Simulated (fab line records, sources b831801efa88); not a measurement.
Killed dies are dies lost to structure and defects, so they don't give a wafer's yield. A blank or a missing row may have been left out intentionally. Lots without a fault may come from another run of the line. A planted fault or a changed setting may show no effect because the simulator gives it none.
Which tool was responsible? ; flow gf180mcu ; Sampling: 14 lots, 42 wafers, 4 of 602 route steps

## WHAT THE GAUGES READ, wafer by wafer
GF_V5_RS_MEAS_24: measurement is done with a four-point probe.
lot;measured;on;V5_W_RS (ohm/sq)
L860;day 27 02:38;filmMetro-02;0.323 0.328 0.332
L861;day 27 07:02;filmMetro-03;0.321 0.324 0.327
L862;day 27 19:13;filmMetro-02;0.325 0.324 0.321
L863;day 28 06:56;filmMetro-02;0.331 0.327 0.330
L868;day 30 02:02;filmMetro-03;0.321 0.321 0.321
L870;day 30 20:58;filmMetro-04;0.324 0.327 0.322
L872;day 31 03:04;filmMetro-02;0.328 0.326 0.327
L871;day 31 08:34;filmMetro-02;0.326 0.324 0.329
L875;day 31 20:38;filmMetro-02;0.325 0.325 0.320
L876;day 32 00:02;filmMetro-02;0.330 0.328 0.327
L879;day 32 16:44;filmMetro-04;0.324 0.330 0.327
L880;day 32 23:04;filmMetro-02;0.324 0.326 0.324
L882;day 33 11:10;filmMetro-03;0.329 0.329 0.332
L883;day 33 15:29;filmMetro-03;0.323 0.324 0.324

## WHICH TOOL RAN EACH LOT (tool, then ch and the chambers of the sampled wafers, then the start)
lot;GF_CONTACT_CLEAN_21;GF_V4_ETCH_17;GF_V4_STRIP_18
L860;wetBench-02 ch 0, day 15 22:20;rieDiel-04 ch 0,1,2, day 24 05:57 or earlier;plasmaAsher-03 ch 0,1, day 24 05:57
L861;wetBench-01 ch 0, day 16 04:07;rieDiel-02 ch 0,1,2, day 24 10:20 or earlier;plasmaAsher-01 ch 0, day 24 10:20
L862;wetBench-02 ch 3, day 16 18:30;rieDiel-01 ch 0,2, day 25 01:38 or earlier;plasmaAsher-03 ch 0,1, day 25 01:38
L863;wetBench-01 ch 2, day 17 07:35;rieDiel-01 ch 0,1, day 25 13:53 or earlier;plasmaAsher-01 ch 0,1, day 25 13:53
L868;wetBench-02 ch 1, day 19 12:13;rieDiel-02 ch 0,1,2, day 27 12:09 or earlier;plasmaAsher-01 ch 0,1, day 27 12:09
L870;wetBench-04 ch 2, day 20 13:28;rieDiel-01 ch 0,1, day 28 07:36 or earlier;plasmaAsher-03 ch 0,1, day 28 07:36
L872;wetBench-01 ch 2, day 20 19:43;rieDiel-01 ch 0,1,2, day 28 14:50 or earlier;plasmaAsher-02 ch 0,1, day 28 14:50
L871;wetBench-04 ch 2, day 21 04:41;rieDiel-02 ch 1,2, day 28 20:18 or earlier;plasmaAsher-02 ch 0,1, day 28 20:18
L875;wetBench-02 ch 0, day 21 20:06;rieDiel-01 ch 1,2,3, day 29 10:06 or earlier;plasmaAsher-03 ch 0,1, day 29 10:06
L876;wetBench-01 ch 2, day 22 01:46;rieDiel-04 ch 1,2,3, day 29 13:27 or earlier;plasmaAsher-03 ch 0,1, day 29 13:27
L879;wetBench-01 ch 1, day 23 00:58;rieDiel-02 ch 0,2,3, day 30 07:39 or earlier;plasmaAsher-02 ch 1, day 30 07:39
L880;wetBench-02 ch 2, day 23 09:07;rieDiel-01 ch 0,2,3, day 30 15:06 or earlier;plasmaAsher-02 ch 0,1, day 30 15:06
L882;wetBench-04 ch 1, day 24 04:04;rieDiel-04 ch 0,1,2, day 31 05:08 or earlier;plasmaAsher-02 ch 0, day 31 05:08
L883;wetBench-01 ch 0, day 24 07:36;rieDiel-04 ch 0,1, day 31 08:38 or earlier;plasmaAsher-03 ch 0,1, day 31 08:38
- GF_CONTACT_CLEAN_21: cleans in dHF, time 20 s.
- GF_V4_ETCH_17: etches SiO2 in C4F8/O2/Ar, stops on TiN, target depth 630 nm.
- GF_V4_STRIP_18: strips in O2/N2.

## AS READ BY THE TOOLS THEMSELVES (means over the sampled wafers that have a number; for cases with no such wafer, the mark the record gives instead)
GF_V4_ETCH_17.
lot;tool;biasW (W);oesProductAu (a.u.)
L860;rieDiel-04;1196;0.856
L861;rieDiel-02;1198;0.853
L862;rieDiel-01;1201;0.855
L863;rieDiel-01;1196;0.856
L868;rieDiel-02;1200;0.857
L870;rieDiel-01;1203;0.854
L872;rieDiel-01;1199;0.852
L871;rieDiel-02;1199;0.854
L875;rieDiel-01;1201;0.852
L876;rieDiel-04;1200;0.854
L879;rieDiel-02;1199;0.853
L880;rieDiel-01;1197;0.861
L882;rieDiel-04;1197;0.857
L883;rieDiel-04;1199;0.853

GF_V4_STRIP_18.
lot;tool;drypumpMotorCurrentA (A);heaterPowerW (W);o2FlowSccm (sccm);oesProductAu (a.u.)
L860;plasmaAsher-03;4.8;335;3001;0.595
L861;plasmaAsher-01;5.2;323;3001;0.596
L862;plasmaAsher-03;4.8;347;3004;0.591
L863;plasmaAsher-01;5.3;343;3009;0.593
L868;plasmaAsher-01;5.3;336;3000;0.596
L870;plasmaAsher-03;4.8;333;2994;0.593
L872;plasmaAsher-02;6.3;331;3013;0.593
L871;plasmaAsher-02;5.8;335;3000;0.593
L875;plasmaAsher-03;4.8;340;3002;0.593
L876;plasmaAsher-03;4.8;341;2999;0.597
L879;plasmaAsher-02;5.4;338;2994;0.593
L880;plasmaAsher-02;5.9;332;2999;0.591
L882;plasmaAsher-02;6.7;328;2998;0.593
L883;plasmaAsher-03;4.8;335;2995;0.590

## THE ANSWER, worked out from the rows above alone
Rule: the usual values come from the lots themselves. The widest of any qualifying gaps counts: lots, ordered by their means at a reading, are off when they make up no more than a third of the lots, leave a main group of 4 or more, and stand apart from it by 3 or more times the standard deviation of that group's means. The tables above print the reading to a certain number of digits; a main group whose means all agree to those digits is not used. A lot without any number at a reading at which 4 lots or more have one is off too. All remaining lots with rows at the step are treated as sound. After the gauges, taken in route order, come the tools' own readings; for these a lot's mean is taken, as printed above. The first step at which some lot is off is used, and at that step the reading that is off furthest; a lot without a number counts as furthest.
Nothing can be told from this: no lot is off at any reading shown.

## WHAT THE SIMULATOR HAD PUT IN
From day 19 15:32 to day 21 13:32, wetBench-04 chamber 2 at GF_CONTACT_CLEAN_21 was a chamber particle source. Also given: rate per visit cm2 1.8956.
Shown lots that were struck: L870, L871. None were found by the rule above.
